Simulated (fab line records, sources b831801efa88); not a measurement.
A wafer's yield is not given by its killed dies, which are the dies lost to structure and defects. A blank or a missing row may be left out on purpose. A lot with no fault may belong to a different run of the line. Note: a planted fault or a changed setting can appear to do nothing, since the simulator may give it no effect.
fab line records | flow sky130
record lots=6 wafers=18 lastDay=49
route steps=708 shown LI_CONTACT@364 LOCAL_INTERCONNECT@387 PAD_OPEN@708
lots that met no fault: taken from a fault-free run of the same line
startH: start of the lot's first displayed wafer, in hours after the record's first day | waitH: time in hours since the lot's previous step | " unchanged from the row above | L1.1+2: a row that stands for several wafers | - value missing, or start not given | * or withheld: withheld | < > ~ a bound
route shown NAME@n: a module of which the file shows steps, and the number in the route of the first | usual: mean/standard deviation taken from wafers without a fault | same: alike in all rows | chamber/n: place in a boat | sites: each site's reading | _std_site: the values' standard deviation | _edge_site: the outer-site mean with the inner-site mean subtracted | radiusMm: how far each site lies from the wafer's centre | mask NAME#n: copy n | behind: the most recent tool/chamber to have shaped the wafer | hold: what put the lot on hold/how long, in hours/how the hold closed | device: whichever transistor did not switch (one of n, p or np) | end of line: at the end of the route, the tests of the same wafers | for a step that has no rows: nothing shown but its recipe | killed: not the wafer's yield, but the dies lost to structure and defects at the first sort | map: a wafer's dies, x killed, . not, _ none there
set.NAME: the setting that was run; set.NAME@STEP: the one run at that earlier step | model.NAME: the simulator's own value behind a step, which no gauge read
lots at some steps of the route; a table a step, a row a wafer
services: when a tool's chamber went out of use (startH, in hours from the record's first day, below 0 if earlier), for how many hours, and the reason
## steps
# step SKY_LI_CONTACT_CMP_02
# recipe material=PSG downForcePsi=4 platenRpm=60 padVelocityMS=0.94248
# step SKY_LI_CONTACT_BOW_MEAS_03
# recipe mode=bow
# usual LI_CONTACT_BOW=56/6.1
# columns lot.wafer tool chamber startH waitH LI_CONTACT_BOW[um]
L622.4 filmMetro-02 - 660.52 0.3 55
L622.5 " - " " 61
L622.6 " - " " 49
L624.1 filmMetro-02 - 691.60 0.2 59
L624.4 " - " " 56
L624.6 " - " " 61
L630.2 filmMetro-03 - 726.72 0.2 61
L630.3 " - " " 52
L630.4 " - " " 70
L632.2 filmMetro-04 - 751.66 0.2 55
L632.3 " - " " 53
L632.5 " - " " 58
L635.1 filmMetro-02 - 757.61 0.1 57
L635.3 " - " " 61
L635.6 " - " " 53
L640.3 filmMetro-04 - 796.93 0.1 66
L640.4 " - " " 72
L640.5 " - " " 46
# step SKY_LI_CONTACT_DEHYDRATE_04
# recipe tempC=200 timeS=60
# step SKY_LI_CONTACT_HMDS_05
# recipe primeTimeS=60 primeTempC=120
# step SKY_LI_CONTACT_COAT_06
# recipe resist=BARC tempC=withheld timeS=withheld spinRpm=3000 resistThkNm=60
# step SKY_LI_CONTACT_COAT_07
# recipe resist=KrF-thick spinRpm=3000 resistThkNm=450
# step SKY_LI_CONTACT_SOFTBAKE_08
# recipe tempC=100 timeS=90 resist=KrF-thick
# step SKY_LI_CONTACT_EXPOSE_09
# recipe maskId=LICM1 na=0.8 sourceShape=annular sigmaInner=0.55 sigmaOuter=0.85 targetCdNm=170 doseMj=38
# step SKY_LI_CONTACT_PEB_10
# recipe pebTempC=withheld pebTimeS=withheld resist=KrF-thick
# step SKY_LI_CONTACT_DEVELOP_11
# recipe developTimeS=60 resist=KrF-thick devTempC=21
# step SKY_LI_CONTACT_CD_MEAS_12
# recipe targetCdNm=170
# usual cdNm=169.8/1.4
# columns lot.wafer tool chamber startH waitH cdNm
L622.4 cdSem-01 - 689.57 - 170.0
L622.5 " - " " 171.2
L622.6 " - " " 169.5
L624.1 cdSem-02 - 720.31 - 171.1
L624.4 " - " " 172.4
L624.6 " - " " 170.1
L630.2 cdSem-01 - 754.33 - 169.5
L630.3 " - " " 169.6
L630.4 " - " " 168.9
L632.2 cdSem-02 - 779.68 - 169.5
L632.3 " - " " 166.8
L632.5 " - " " 170.8
L635.1 cdSem-01 - 784.36 - 170.2
L635.3 " - " " 169.3
L635.6 " - " " 169.8
L640.3 cdSem-02 - 823.50 - 170.5
L640.4 " - " " 170.1
L640.5 " - " " 170.4
# step SKY_LI_CONTACT_OVL_MEAS_13
# usual LI_CONTACT_OVL=-1/4.8
# columns lot.wafer tool chamber startH waitH LI_CONTACT_OVL[nm]
L622.4 overlay-01 - 689.64 0.1 1
L622.5 " - " " -1
L622.6 " - " " 5
L624.1 overlay-02 - 720.43 0.1 7
L624.4 " - " " -1
L624.6 " - " " -2
L630.2 overlay-01 - 754.44 0.1 3
L630.3 " - " " 2
L630.4 " - " " 6
L632.2 overlay-02 - 779.78 0.1 -7
L632.3 " - " " 3
L632.5 " - " " -5
L635.1 overlay-02 - 784.48 0.1 -3
L635.3 " - " " 2
L635.6 " - " " -1
L640.3 overlay-01 - 823.60 0.1 0
L640.4 " - " " 1
L640.5 " - " " 3
# step SKY_LI_CONTACT_ETCH_14
# recipe chemistry=N2/H2 target=BARC ionEnergyEv=200 sourceW=500 biasW=100 pressureMtorr=30 n2FlowSccm=100 h2FlowSccm=200 stopOn=SiO2 timeS=45.9 targetDepthA=600
# usual drypumpMotorCurrentA=5.5/0.47 oesProductAu=0.855/0.0048 throttleValvePct=13.225/0.0093
# columns lot.wafer tool chamber startH waitH drypumpMotorCurrentA oesProductAu rfHoursCounterH throttleValvePct
L622.4 rieDiel-04 2 689.66 0.0 4.9 0.865 2 13.221
L622.5 " 2 " " 4.9 0.848 - 13.226
L622.6 " 1 " " 5.8 0.863 - 13.225
L624.1 rieDiel-02 1 720.47 0.0 5.3 0.854 8 13.226
L624.4 " 2 " " 5.6 0.860 7 13.250
L624.6 " 3 " " 5.0 0.854 - 13.240
L630.2 rieDiel-02 2 754.47 0.0 5.6 0.857 8 13.213
L630.3 " 1 " " 5.3 0.850 8 13.215
L630.4 " 3 " " 5.0 0.854 5 13.235
L632.2 rieDiel-02 1 779.81 0.0 5.3 0.861 9 13.232
L632.3 " 3 " " 5.0 0.863 6 13.216
L632.5 " 3 " " 5.0 0.855 - 13.218
L635.1 rieDiel-04 0 784.52 0.0 4.9 0.859 18 13.214
L635.3 " 3 " " 5.6 0.856 17 13.226
L635.6 " 0 " " 4.9 0.856 - 13.226
L640.3 rieDiel-04 1 823.62 0.0 5.8 0.846 11 13.211
L640.4 " 0 " " 5.0 0.855 - 13.233
L640.5 " 2 " " 4.9 0.862 - 13.235
# step SKY_LI_CONTACT_ETCH_15
# recipe target=PSG chemistry=C4F8/O2/Ar stopOn=Si taperDeg=4.15 maskMaterial=KrF-thick sourceW=1500 biasW=1200 pressureMtorr=40 c4f8FlowSccm=withheld O2_flow_sccm=6 Ar_flow_sccm=300 timeS=withheld targetDepthA=6000
# usual oesProductAu=0.836/0.0043
# columns lot.wafer tool chamber startH waitH oesProductAu
L622.4 rieDiel-04 2 689.70 0.0 0.839
L622.5 " 2 " " 0.837
L622.6 " 1 " " 0.829
L624.1 rieDiel-02 1 720.51 0.0 0.835
L624.4 " 2 " " 0.835
L624.6 " 3 " " 0.834
L630.2 rieDiel-02 2 754.51 0.0 0.842
L630.3 " 1 " " 0.839
L630.4 " 3 " " 0.840
L632.2 rieDiel-02 1 779.85 0.0 0.839
L632.3 " 3 " " 0.831
L632.5 " 3 " " 0.828
L635.1 rieDiel-04 0 784.56 0.0 0.831
L635.3 " 3 " " 0.835
L635.6 " 0 " " 0.838
L640.3 rieDiel-04 1 823.66 0.0 0.839
L640.4 " 0 " " 0.839
L640.5 " 2 " " 0.822
# step SKY_LI_CONTACT_STRIP_16
# recipe chemistry=O2/N2 powerW=1400 pressureMtorr=1500 platenTempC=withheld o2FlowSccm=3000 n2FlowSccm=300 overashFraction=0.5
# usual drypumpMotorCurrentA=5.9/0.48 oesProductAu=0.377/0.0048 stripTimeToEndpointS=3.51/0.034
# columns lot.wafer tool chamber startH waitH drypumpMotorCurrentA oesProductAu rfHoursCounterH stripTimeToEndpointS
L622.4 plasmaAsher-04 0 689.82 - 5.3 0.372 - 3.49
L622.5 " 1 " " 6.7 0.377 - 3.48
L622.6 " 0 " " 5.3 0.379 - 3.55
L624.1 plasmaAsher-03 0 720.60 - 6.3 0.382 88 3.52
L624.4 " 1 " " 5.7 0.373 - 3.50
L624.6 " 0 " " 6.3 0.373 - 3.52
L630.2 plasmaAsher-01 0 754.60 - 5.3 0.376 29 3.46
L630.3 " 0 " " 5.3 0.373 - 3.47
L630.4 " 1 " " 6.3 0.376 - 3.47
L632.2 plasmaAsher-01 0 779.94 - 5.3 0.376 32 3.51
L632.3 " 0 " " 5.3 0.374 - 3.52
L632.5 " 0 " " 5.3 0.387 - 3.53
L635.1 plasmaAsher-01 0 784.65 - 5.3 0.378 32 3.55
L635.3 " 1 " " 6.2 0.376 - 3.49
L635.6 " 1 " " 6.3 0.383 - 3.54
L640.3 plasmaAsher-03 0 823.78 - 6.3 0.375 - 3.53
L640.4 " 1 " " 5.7 0.375 - 3.55
L640.5 " 0 " " 6.4 0.371 - 3.47
# step SKY_LI_CONTACT_CLEAN_17
# recipe chemistry=NMP timeS=600 tempC=60 dry=n2Spin
# step SKY_LI_CONTACT_PRE_CLEAN_18
# recipe gas=Ar timeS=5.6 biasV=358
# step SKY_LI_CONTACT_SPUTTER_19
# recipe material=Ti targetThkNm=20 chamberPressurePa=5 powerW=2500 substrateTempC=200 timeS=106.37
# usual throttleValvePct=29.9/0.91
# columns lot.wafer tool chamber startH waitH throttleValvePct
L622.4 pvdSputter-03 - 690.08 0.0 29.1
L622.5 " - " " 29.7
L622.6 " - " " 28.7
L624.1 pvdSputter-02 - 720.89 0.0 29.2
L624.4 " - " " 31.6
L624.6 " - " " 31.7
L630.2 pvdSputter-02 - 755.06 0.0 30.5
L630.3 " - " " 30.8
L630.4 " - " " 29.1
L632.2 pvdSputter-03 - 780.29 0.0 29.2
L632.3 " - " " 28.9
L632.5 " - " " 28.8
L635.1 pvdSputter-01 - 784.97 0.0 30.5
L635.3 " - " " 28.7
L635.6 " - " " 30.3
L640.3 pvdSputter-02 - 824.06 0.0 30.2
L640.4 " - " " 30.6
L640.5 " - " " 30.4
# step SKY_LI_CONTACT_SPUTTER_20
# recipe material=TiN targetThkNm=20 chamberPressurePa=5 powerW=4000 timeS=80
# step SKY_LI_CONTACT_CVD_21
# recipe material=W targetThkNm=400 timeS=120.56 tempC=400 pressureTorr=40
# step SKY_LI_CONTACT_RS_MEAS_22
# recipe thkMeasGauge=four-point-probe reads=W_of_LI_CONTACT_CVD_21+TiN_of_LI_CONTACT_SPUTTER_20+Ti_of_LI_CONTACT_SPUTTER_19
# usual LI_CONTACT_W_RS=0.282/0.0036
# columns lot.wafer tool chamber startH waitH LI_CONTACT_W_RS[ohm/sq]
L622.4 filmMetro-03 - 690.41 0.1 0.280
L622.5 " - " " 0.282
L622.6 " - " " 0.277
L624.1 filmMetro-02 - 721.15 0.1 0.281
L624.4 " - " " 0.280
L624.6 " - " " 0.282
L630.2 filmMetro-04 - 755.34 0.1 0.275
L630.3 " - " " 0.276
L630.4 " - " " 0.282
L632.2 filmMetro-02 - 780.57 0.1 0.285
L632.3 " - " " 0.277
L632.5 " - " " 0.278
L635.1 filmMetro-03 - 785.24 0.1 0.286
L635.3 " - " " 0.280
L635.6 " - " " 0.281
L640.3 filmMetro-04 - 824.36 0.1 0.287
L640.4 " - " " 0.283
L640.5 " - " " 0.289
# step SKY_LI_CONTACT_THK_MEAS_23
# recipe thkMeasGauge=xrf reads=W_of_LI_CONTACT_CVD_21
# usual LI_CONTACT_W_THK=414/7.1
# columns lot.wafer tool chamber startH waitH LI_CONTACT_W_THK[nm]
L622.4 filmMetro-03 - 690.50 0.1 419
L622.5 " - " " 418
L622.6 " - " " 422
L624.1 filmMetro-02 - 721.27 0.1 412
L624.4 " - " " 413
L624.6 " - " " 408
L630.2 filmMetro-04 - 755.45 0.1 429
L630.3 " - " " 429
L630.4 " - " " 419
L632.2 filmMetro-02 - 780.68 0.1 403
L632.3 " - " " 410
L632.5 " - " " 414
L635.1 filmMetro-03 - 785.36 0.1 405
L635.3 " - " " 414
L635.6 " - " " 412
L640.3 filmMetro-04 - 824.46 0.1 412
L640.4 " - " " 417
L640.5 " - " " 410
# step SKY_LI_CONTACT_CMP_24
# recipe stopOn=PSG tOverpolishS=20 downForcePsi=3.5 platenRpm=60 targetThkNm=0 padVelocityMS=0.94248
# step SKY_LOCAL_INTERCONNECT_SPUTTER_00
# recipe material=TiN targetThkNm=100 tempC=300 powerW=6500 timeS=83.3 chamberPressurePa=0.4
# step SKY_LOCAL_INTERCONNECT_RS_MEAS_01
# recipe thkMeasGauge=four-point-probe reads=TiN_of_LOCAL_INTERCONNECT_SPUTTER_00
# usual LOCAL_INTERCONNECT_TIN_RS=14.07/0.19
# columns lot.wafer tool chamber startH waitH LOCAL_INTERCONNECT_TIN_RS[ohm/sq]
L622.4 filmMetro-02 - 690.95 0.1 13.74
L622.5 " - " " 13.92
L622.6 " - " " 13.71
L624.1 filmMetro-01 - 721.70 0.0 14.16
L624.4 " - " " 14.19
L624.6 " - " " 14.32
L630.2 filmMetro-02 - 755.89 0.1 13.98
L630.3 " - " " 14.26
L630.4 " - " " 14.03
L632.2 filmMetro-01 - 781.12 0.1 13.85
L632.3 " - " " 13.94
L632.5 " - " " 14.04
L635.1 filmMetro-02 - 785.95 0.0 14.05
L635.3 " - " " 13.96
L635.6 " - " " 14.07
L640.3 filmMetro-01 - 824.90 0.1 14.11
L640.4 " - " " 14.06
L640.5 " - " " 14.13
# step SKY_LOCAL_INTERCONNECT_THK_MEAS_02
# recipe thkMeasGauge=xrf reads=TiN_of_LOCAL_INTERCONNECT_SPUTTER_00
# usual LOCAL_INTERCONNECT_TIN_THK=101.7/1.4
# columns lot.wafer tool chamber startH waitH LOCAL_INTERCONNECT_TIN_THK[nm]
L622.4 filmMetro-02 - 691.04 0.1 104.8
L622.5 " - " " 103.3
L622.6 " - " " 105.1
L624.1 filmMetro-01 - 721.82 0.1 101.2
L624.4 " - " " 101.2
L624.6 " - " " 100.9
L630.2 filmMetro-02 - 756.00 0.1 102.5
L630.3 " - " " 100.7
L630.4 " - " " 102.3
L632.2 filmMetro-01 - 781.23 0.1 103.1
L632.3 " - " " 102.6
L632.5 " - " " 101.3
L635.1 filmMetro-02 - 786.07 0.1 102.2
L635.3 " - " " 103.4
L635.6 " - " " 102.2
L640.3 filmMetro-01 - 825.00 0.1 101.8
L640.4 " - " " 101.9
L640.5 " - " " 101.2
# step SKY_LOCAL_INTERCONNECT_DEHYDRATE_03
# recipe tempC=200 timeS=60
# step SKY_LOCAL_INTERCONNECT_HMDS_04
# recipe primeTimeS=60 primeTempC=120
# step SKY_LOCAL_INTERCONNECT_COAT_05
# recipe resist=BARC tempC=withheld timeS=withheld spinRpm=3000 resistThkNm=60
# step SKY_LOCAL_INTERCONNECT_COAT_06
# recipe resist=KrF-thick spinRpm=3000 resistThkNm=450
# step SKY_LOCAL_INTERCONNECT_SOFTBAKE_07
# recipe tempC=100 timeS=90 resist=KrF-thick
# step SKY_LOCAL_INTERCONNECT_EXPOSE_08
# recipe maskId=LI1M na=0.8 sourceShape=annular sigmaInner=0.55 sigmaOuter=0.85 targetCdNm=170 doseMj=28
# step SKY_LOCAL_INTERCONNECT_PEB_09
# recipe pebTempC=withheld pebTimeS=withheld resist=KrF-thick
# step SKY_LOCAL_INTERCONNECT_DEVELOP_10
# recipe developTimeS=60 resist=KrF-thick devTempC=21
# step SKY_LOCAL_INTERCONNECT_CD_MEAS_11
# recipe targetCdNm=170
# usual cdNm=170.2/1.4
# columns lot.wafer tool chamber startH waitH cdNm
L622.4 cdSem-02 - 719.79 - 168.3
L622.5 " - " " 168.1
L622.6 " - " " 168.6
L624.1 cdSem-01 - 748.48 - 167.8
L624.4 " - " " 169.7
L624.6 " - " " 169.3
L630.2 cdSem-02 - 784.17 - 170.8
L630.3 " - " " 168.8
L630.4 " - " " 170.1
L632.2 cdSem-02 - 808.85 - 169.6
L632.3 " - " " 170.1
L632.5 " - " " 169.0
L635.1 cdSem-02 - 812.95 - 171.5
L635.3 " - " " 170.9
L635.6 " - " " 171.7
L640.3 cdSem-02 - 851.49 - 167.8
L640.4 " - " " 167.0
L640.5 " - " " 167.2
# step SKY_LOCAL_INTERCONNECT_OVL_MEAS_12
# usual LOCAL_INTERCONNECT_OVL=-2/5.3
# columns lot.wafer tool chamber startH waitH LOCAL_INTERCONNECT_OVL[nm]
L622.4 overlay-01 - 719.87 0.1 -6
L622.5 " - " " -2
L622.6 " - " " -12
L624.1 overlay-02 - 748.60 0.1 -5
L624.4 " - " " 0
L624.6 " - " " -4
L630.2 overlay-01 - 784.28 0.1 -9
L630.3 " - " " -5
L630.4 " - " " -7
L632.2 overlay-02 - 808.96 0.1 12
L632.3 " - " " 2
L632.5 " - " " -9
L635.1 overlay-02 - 813.07 0.1 -1
L635.3 " - " " 0
L635.6 " - " " 9
L640.3 overlay-01 - 851.59 0.1 5
L640.4 " - " " 1
L640.5 " - " " -1
# step SKY_LOCAL_INTERCONNECT_ETCH_13
# recipe chemistry=N2/H2 target=BARC ionEnergyEv=200 biasW=100 pressureMtorr=30 n2FlowSccm=100 h2FlowSccm=200 icpW=500 stopOn=SiO2 timeS=45.9 targetDepthA=600
# usual drypumpMotorCurrentA=5.5/0.5 oesProductAu=0.854/0.0052 throttleValvePct=13.225/0.0077
# columns lot.wafer tool chamber startH waitH drypumpMotorCurrentA oesProductAu rfHoursCounterH throttleValvePct
L622.4 rieMetal-03 1 719.91 0.0 5.7 0.857 - 13.225
L622.5 " 1 " " 5.7 0.859 - 13.214
L622.6 " 0 " " 5.1 0.862 - 13.221
L624.1 rieMetal-04 1 748.64 0.0 5.7 0.859 13 13.226
L624.4 " 1 " " 5.7 0.849 - 13.221
L624.6 " 1 " " 5.7 0.848 - 13.239
L630.2 rieMetal-04 0 784.31 0.0 5.0 0.848 10 13.225
L630.3 " 0 " " 5.0 0.856 - 13.219
L630.4 " 1 " " 5.7 0.849 - 13.205
L632.2 rieMetal-04 0 808.99 0.0 5.0 0.856 11 13.216
L632.3 " 0 " " 5.0 0.861 - 13.222
L632.5 " 0 " " 5.0 0.855 - 13.206
L635.1 rieMetal-03 0 813.11 0.0 5.1 0.852 10 13.220
L635.3 " 1 " " 5.8 0.857 - 13.218
L635.6 " 1 " " 5.7 0.853 - 13.229
L640.3 rieMetal-02 1 851.63 0.0 6.3 0.849 - 13.217
L640.4 " 0 " " 6.5 0.854 - 13.237
L640.5 " 0 " " 6.5 0.862 - 13.230
# step SKY_LOCAL_INTERCONNECT_METAL_ETCH_14
# recipe targetDepthNm=110 stopOn=PSG chemistry=Cl2/BCl3 target=TiN resistSidewallDeg=88 pressureMtorr=10 icpW=900 biasW=48.5 Cl2_flow_sccm=60 bcl3FlowSccm=30 timeS=31.4
# step SKY_LOCAL_INTERCONNECT_STRIP_15
# recipe chemistry=O2/N2 powerW=1400 pressureMtorr=1500 platenTempC=withheld o2FlowSccm=3000 n2FlowSccm=300 overashFraction=0.5
# usual drypumpMotorCurrentA=5.9/0.5 oesProductAu=0.427/0.0045 stripTimeToEndpointS=4.725/0.021
# columns lot.wafer tool chamber startH waitH drypumpMotorCurrentA oesProductAu rfHoursCounterH stripTimeToEndpointS
L622.4 plasmaAsher-03 0 720.04 0.1 6.3 0.424 - 4.715
L622.5 " 0 " " 6.3 0.425 - 4.703
L622.6 " 1 " " 5.7 0.429 - 4.739
L624.1 plasmaAsher-03 1 748.75 0.0 5.7 0.434 91 4.746
L624.4 " 1 " " 5.7 0.427 - 4.756
L624.6 " 1 " " 5.7 0.432 - 4.762
L630.2 plasmaAsher-02 0 784.42 0.0 5.9 0.428 4 4.712
L630.3 " 1 " " 5.6 0.423 - 4.671
L630.4 " 0 " " 5.9 0.429 - 4.724
L632.2 plasmaAsher-04 1 809.10 0.0 6.6 0.430 67 4.741
L632.3 " 1 " " 6.6 0.423 - 4.705
L632.5 " 1 " " 6.6 0.426 - 4.711
L635.1 plasmaAsher-02 1 813.23 0.0 5.6 0.426 5 4.739
L635.3 " 1 " " 5.6 0.420 - 4.741
L635.6 " 1 " " 5.6 0.430 - 4.724
L640.3 plasmaAsher-03 1 851.76 0.1 5.7 0.429 - 4.729
L640.4 " 0 " " 6.3 0.423 - 4.732
L640.5 " 1 " " 5.7 0.437 - 4.723
# step SKY_LOCAL_INTERCONNECT_STRIP_16
# recipe chemistry=postEtchResidueRemover timeS=1200 tempC=72.5
# step SKY_LOCAL_INTERCONNECT_CLEAN_17
# recipe chemistry=IPA timeS=180 tempC=25
# step SKY_LOCAL_INTERCONNECT_CLEAN_18
# recipe chemistry=O3/DIW dry=n2Spin
# step SKY_PAD_OPEN_PROBE_99
# usual killed_at_M0_to_M3=42/6.4 killed_at_M4_up=3.2/1.9 killedAtContacts=24/4.8 killedAtFrontEnd=16/4.4 killedAtOther=0.3/0.55 killedDies=86/8.6 killedOpen=46/6.6 killedShort=39/5.7
# same grossDies=492 killedAtBackSide=0
# columns lot.wafer tool chamber startH waitH killed_at_M0_to_M3 killed_at_M4_up killedAtContacts killedAtFrontEnd killedAtOther killedDies killedOpen killedShort
L630.2 prober-01 - 1132.49 0.1 44 3 80 13 0 140 49 41
L630.3 prober-01 - 1132.54 0.2 33 4 65 19 1 122 42 37
L630.4 prober-01 - 1132.59 0.2 31 7 51 16 1 106 30 48
L632.2 prober-02 - 1150.53 0.1 32 2 66 18 0 118 42 36
L632.3 prober-02 - 1150.58 0.2 38 2 56 14 0 110 44 35
L632.5 prober-02 - 1150.68 0.2 40 1 57 23 0 121 52 38
# killed by level:class
L630.2 LI_CONTACT:unspecified=50 CONTACT:geometricParticle:open=14 LI_CONTACT:geometricParticle:open=8 VIA1:geometricParticle:open=8 METAL2:geometricParticle:short=6 VIA2:geometricParticle:open=6 VIA3:geometricParticle:open=5 VIA2:geometricParticle:short=4
L630.3 LI_CONTACT:unspecified=43 FIELD_ISO:geometricParticle:short=8 LI_CONTACT:geometricParticle:open=6 CONTACT:geometricParticle:open=6 VIA1:geometricParticle:open=6 VIA1:geometricParticle:short=5 LOCAL_INTERCONNECT:geometricParticle:short=5 VIA3:geometricParticle:open=5
L630.4 LI_CONTACT:unspecified=28 CONTACT:geometricParticle:open=7 FIELD_ISO:geometricParticle:short=6 LOCAL_INTERCONNECT:geometricParticle:short=6 VIA1:geometricParticle:short=6 METAL2:geometricParticle:short=6 METAL4:geometricParticle:short=6 LI_CONTACT:geometricParticle:open=5
L632.2 LI_CONTACT:unspecified=40 VIA2:geometricParticle:open=12 CONTACT:geometricParticle:open=10 FIELD_ISO:geometricParticle:short=7 LI_CONTACT:geometricParticle:open=6 LOCAL_INTERCONNECT:geometricParticle:short=5 VIA1:geometricParticle:short=5 POLY_GATE:geometricParticle:short=4
L632.3 LI_CONTACT:unspecified=31 CONTACT:geometricParticle:open=9 CONTACT:geometricParticle:short=8 VIA1:geometricParticle:open=7 VIA2:geometricParticle:open=6 VIA3:geometricParticle:open=6 FIELD_ISO:geometricParticle:open=4 POLY_GATE:geometricParticle:short=4
L632.5 LI_CONTACT:unspecified=31 VIA1:geometricParticle:open=15 CONTACT:geometricParticle:open=8 FIELD_ISO:geometricParticle:open=7 LI_CONTACT:geometricParticle:open=6 CONTACT:geometricParticle:short=6 VIA2:geometricParticle:open=6 FIELD_ISO:geometricParticle:short=5
# map L630.2 (x killed, . not)
__________.x........_________
________..x........x.._______
______..x.......x..x..x._____
_____............x....x.x____
____......xx......x...x...___
___.............xx...x.xx..__
__x............x......x....._
_x......x....x...x....x......
_x..x.x..........x.x..xx...x.
_x..x....x..xxx.....x...x....
_.....x......x...x...x...x...
_...xx.x.....x...x....x.x....
_..xxxxxx..........xx......x.
_xxxxxxxx..x.xxx.x....xx...x.
_xxxxxxxx.x.....xx....x......
__xxxxxxxxx..xx............._
___xxxxxxxx..x.......x.x.x.__
____xxxxxx...xxx..........___
_____xxxxx..x....x..x....____
______x...x.x..........x_____
________x....xx......._______
__________........x._________
# map L632.5 (x killed, . not)
__________xxxxx.x..._________
________xxxxxxxxx....._______
______xxxxxxxxxx.......x_____
_____.x.xxxxxxx....x...x.____
____xx...x..x.....x..x....___
___...........x......x.xx..__
__..x.xx.x...xx..x......x..._
_.......x......xx.........x..
_........x....xxx..x......x..
_..xx.........x..x...........
_.xx.......x......x.x.x..x...
_.......................x....
_....x..xxx.xx.x.........x.xx
_...x...........xx......x....
_........x...x...........x...
__.........x..xx........xx.._
___x........xxx..xx........__
____.......x.xx.x...x.x.x.___
_____.x.......x......xx..____
______...x.x............_____
________..x..x......x._______
__________........x._________
## services
# columns tool chamber startH hours kind
plasmaAsher-03 - 666.36 1.8 repair
pvdSputter-02 - 668.50 1.5 repair
rieDiel-02 2 668.60 29.0 repair
plasmaAsher-02 - 670.67 3.7 repair
plasmaAsher-02 - 674.76 6.2 repair
rieMetal-03 - 676.48 0.1 repair
pvdSputter-01 - 683.49 41.3 repair
pvdSputter-02 - 684.50 3.2 repair
pvdSputter-01 - 689.97 2.7 repair
plasmaAsher-04 - 702.46 1.8 repair
rieMetal-04 - 703.17 2.8 pm
pvdSputter-03 - 707.51 0.6 repair
rieDiel-04 1 717.12 14.5 repair
plasmaAsher-02 - 717.25 1.3 repair
rieDiel-04 3 722.26 1.4 repair
plasmaAsher-02 - 733.75 9.0 pm
pvdSputter-02 - 748.00 1.4 repair
rieMetal-03 0 752.81 3.8 repair
rieMetal-03 0 768.88 11.3 repair
rieDiel-02 - 784.56 0.1 repair
plasmaAsher-02 - 792.56 14.6 pm
rieDiel-04 - 796.02 0.2 repair
rieDiel-04 3 811.53 132.0 repair
rieDiel-02 - 851.03 0.2 repair
## key
firstSign step=SKY_PAD_OPEN_PROBE_99 reading=killedAtContacts direction=up sigmas=8.1 usual=24 struck=62
effect step=SKY_PAD_OPEN_PROBE_99 reading=killedDies direction=up sigmas=3.9 usual=86 struck=120
metAt SKY_LI_CONTACT_ETCH_14
struckWafers L630.2,L630.3,L630.4,L632.2,L632.3,L632.5
testerLeftOut L630,L632
onsetBetween 720.47 754.47
alsoFits SKY_LI_CONTACT_ETCH_15:rieDiel-02,SKY_LOCAL_INTERCONNECT_ETCH_13:rieMetal-04
fault kind=chamberParticleSource tool=rieDiel-02 chamber=- onsetH=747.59 steps=SKY_LI_CONTACT_ETCH_14 ratePerVisitCm2=1.4207 endH=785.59
# testerLeftOut: of these lots the tester's yield and bins aren't shown, on N5 and GAA mostly nor the transistor test; their killed dies are dies lost to structure and defects alone, not to doping, threshold or leakage, so they don't give the yield
